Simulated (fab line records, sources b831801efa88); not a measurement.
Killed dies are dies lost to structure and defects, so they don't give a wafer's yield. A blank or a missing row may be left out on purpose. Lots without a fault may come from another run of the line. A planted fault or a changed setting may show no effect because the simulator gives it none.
A struck lot beside a sound one | flow sky130 | 30 steps out of a route of 708
Sound: wafers L611.1, L611.4, L611.6. Struck: wafers L617.1, L617.3, L617.6. The cause comes at the end.
At each step with rows: each side's tool, then ch and its chambers, then its first start. Under that, the readings that differ: sound wafers | struck wafers | difference of the means | sigmas: that difference in standard deviations of wafers without a fault.
alike: readings whose means differ by less than 2 such deviations, and words and numbers that are the same on both sides. not compared: withheld readings, readings that some wafer has no value for, bounds like >300 that may hide the same value, and numbers for which the record gives no deviation and whose values overlap.
The two part at a step that has a row with sigmas, a row that says differs or no value, or rows on one side only. Numbers that don't overlap but have no deviation are shown without sigmas and don't part them. A reading that every wafer of one side lacks parts them only if that side has two wafers or more.

first, 5 steps without rows for these wafers: SKY_SONOS_ONO_COAT_08 (resist thk 1140 nm); SKY_SONOS_ONO_SOFTBAKE_09 (time 60 s); SKY_SONOS_ONO_EXPOSE_10 (exposes mask ONOM, target cd 410 nm); SKY_SONOS_ONO_PEB_11; SKY_SONOS_ONO_DEVELOP_12 (develop time 60 s).
SKY_SONOS_ONO_CD_MEAS_13: target cd 410 nm.
  sound on cd_sem-01, day 13 15:51; struck on cd_sem-02, day 16 03:50
  alike: cd_nm
SKY_SONOS_ONO_OVL_MEAS_14:
  sound on overlay-01, day 13 15:58; struck on overlay-02, day 16 03:58
  alike: SONOS_ONO_OVL
SKY_SONOS_ONO_ETCH_15: etches the open film in CHF3/O2, target depth 19.52 nm, time 7.8 s.
  sound on rie_diel-03 ch 1,3, day 13 16:01; struck on rie_diel-03 ch 1,3, day 16 04:00
  alike: drypump_motor_current_A, oes_product_au, throttle_valve_pct
  not compared: rf_hours_counter_h
then, 1 step without rows for these wafers: SKY_SONOS_ONO_WET_ETCH_16 (etches SiO2 in dHF, target depth 14 nm, time 280 s).
SKY_SONOS_ONO_STRIP_17: strips in O2/N2.
  sound on plasma_asher-03 ch 0,1, day 13 16:08; struck on plasma_asher-02 ch 0,1, day 16 04:06
  alike: drypump_motor_current_A, oes_product_au, strip_time_to_endpoint_s
  not compared: rf_hours_counter_h
then, 2 steps without rows for these wafers: SKY_SONOS_ONO_WET_ETCH_18 (etches Si3N4 in H3PO4, target depth 15 nm, time 172 s); SKY_GATE_OXIDE_CLEAN_00 (cleans in SC1/SC2, time 150 s).
SKY_GATE_OXIDE_OXIDATION_01: stabilise 600 s, purge 300 s, target thk 10.268 nm.
  sound on furnace-02 ch 0, day 13 16:56; struck on furnace-02 ch 0, day 16 04:19
  reading                   | sound             | struck            | difference | sigmas
  spike_tc_centre_C (C)     | 902.4 900.3 900.3 | 865.0 865.7 865.0 | -35.8      | -36
  spike_tc_upper_C (C)      | 901.4 900.2 900.6 | 905.0 905.2 905.3 | +4.4       | +4
  zone_power_centre_pct (%) | 18.23 18.31 18.15 | 5.69 5.68 5.68    | -12.55     | -70
  zone_power_lower_pct (%)  | 18.8 19.3 19.3    | 26.4 25.5 25.8    | +6.8       | +14
  zone_power_upper_pct (%)  | 17.0 16.5 16.5    | 22.8 22.8 22.7    | +6.1       | +9
  alike: tube_center_temp_C
  not compared: model.SiO2_of_GATE_OXIDE_OXIDATION_01.thk_nm
SKY_GATE_OXIDE_THK_MEAS_02:
  sound on film_metro-01, day 13 18:20; struck on film_metro-02, day 16 05:43
  reading                          | sound             | struck           | difference | sigmas
  GATE_OXIDE_OXIDATION_00_THK (nm) | 10.39 10.32 10.32 | 10.41 10.05 9.37 | -0.40      | -2
then, 7 steps without rows for these wafers: SKY_GATE_OXIDE_DEHYDRATE_03 (time 60 s); SKY_GATE_OXIDE_HMDS_04 (prime time 60 s); SKY_GATE_OXIDE_COAT_05 (resist thk 1140 nm); SKY_GATE_OXIDE_SOFTBAKE_06 (time 60 s); SKY_GATE_OXIDE_EXPOSE_07 (exposes mask LVOM, target cd 600 nm); SKY_GATE_OXIDE_PEB_08; SKY_GATE_OXIDE_DEVELOP_09 (develop time 60 s).
SKY_GATE_OXIDE_OVL_MEAS_10:
  sound on overlay-01, day 14 18:53; struck on overlay-01, day 17 11:00
  alike: GATE_OXIDE_OVL
then, 2 steps without rows for these wafers: SKY_GATE_OXIDE_IMPLANT_11; SKY_GATE_OXIDE_WET_ETCH_12 (etches SiO2 in dHF, target depth 16.8 nm, time 336 s).
SKY_GATE_OXIDE_STRIP_13: strips in O2/N2.
  sound on plasma_asher-03 ch 0,1, day 14 19:11; struck on plasma_asher-03 ch 0,1, day 17 11:17
  alike: drypump_motor_current_A, oes_product_au, strip_time_to_endpoint_s
  not compared: rf_hours_counter_h
SKY_GATE_OXIDE_TW_MEAS_14:
  sound on film_metro-01, day 14 19:17; struck on film_metro-02, day 17 11:23
  alike: GATE_OXIDE_TW
then, 1 step without rows for these wafers: SKY_GATE_OXIDE_CLEAN_15 (cleans in SC1/SC2, time 150 s).
SKY_GATE_OXIDE_OXIDATION_16: stabilise 600 s, purge 300 s, target thk 3.57 nm.
  sound on furnace-01 ch 0, day 14 20:53; struck on furnace-02 ch 0, day 17 14:03
  reading                  | sound          | struck         | difference | sigmas
  zone_power_lower_pct (%) | 14.3 13.9 14.1 | 14.9 14.8 15.0 | +0.8       | +2
  zone_power_upper_pct (%) | 14.2 14.3 14.2 | 13.0 13.0 13.1 | -1.2       | -2
  alike: ox_temp_c_max, spike_tc_centre_C, spike_tc_upper_C, tube_center_temp_C, zone_power_centre_pct
  not compared: model.SiO2_of_GATE_OXIDE_OXIDATION_01.thk_nm
then, 1 step without rows for these wafers: SKY_POLY_GATE_CVD_00 (deposits poly-Si, target thk 180 nm, time 720 s).
-- the record jumps here: 31 days lie between the struck wafers' starts before and after (it left off in module POLY_GATE and takes up again in module PAD_OPEN, whose first step shown is number 708 of the route) --
SKY_PAD_OPEN_PROBE_99:
  sound on prober-02, day 46 11:29; struck on prober-02, day 48 11:37
  reading                                | sound           | struck            | difference | sigmas
  model.etest.pfet_g5v0d10v5.r_on_ohm_um | 4820 4839 4784  | 4716 4648 4542    | -179       |
  model.etest.nfet_g5v0d10v5.r_on_ohm_um | 1911 1887 1891  | 1886 1853 1791    | -53        |
  model.etest.pfet_g5v0d10v5.drive_ua_um | 334.9 334 338.2 | 339.5 347.4 362.7 | +14.2      |
  alike: killed_at_M0_to_M3, killed_at_M4_up, killed_at_contacts, killed_at_front_end, killed_at_other, killed_dies, killed_open, killed_short
  not compared: model.etest.nfet_16v.r_on_ohm_um, model.etest.tip_sonos.rs_ohm_sq, model.etest.nfet_g5v0d10v5.drive_ua_um, model.etest.nfet_05v0_nvt.drive_ua_um, model.etest.nfet_16v.drive_ua_um

WHERE THEY PART
First at SKY_GATE_OXIDE_OXIDATION_01; last, within this record, at SKY_GATE_OXIDE_OXIDATION_16. Later steps at which nothing parts them and some readings are alike: SKY_PAD_OPEN_PROBE_99.

WHY: what the simulator had put in
Process parameter drift: furnace-02, from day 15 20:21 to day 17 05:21, at SKY_GATE_OXIDE_OXIDATION_01. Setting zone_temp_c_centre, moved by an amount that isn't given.
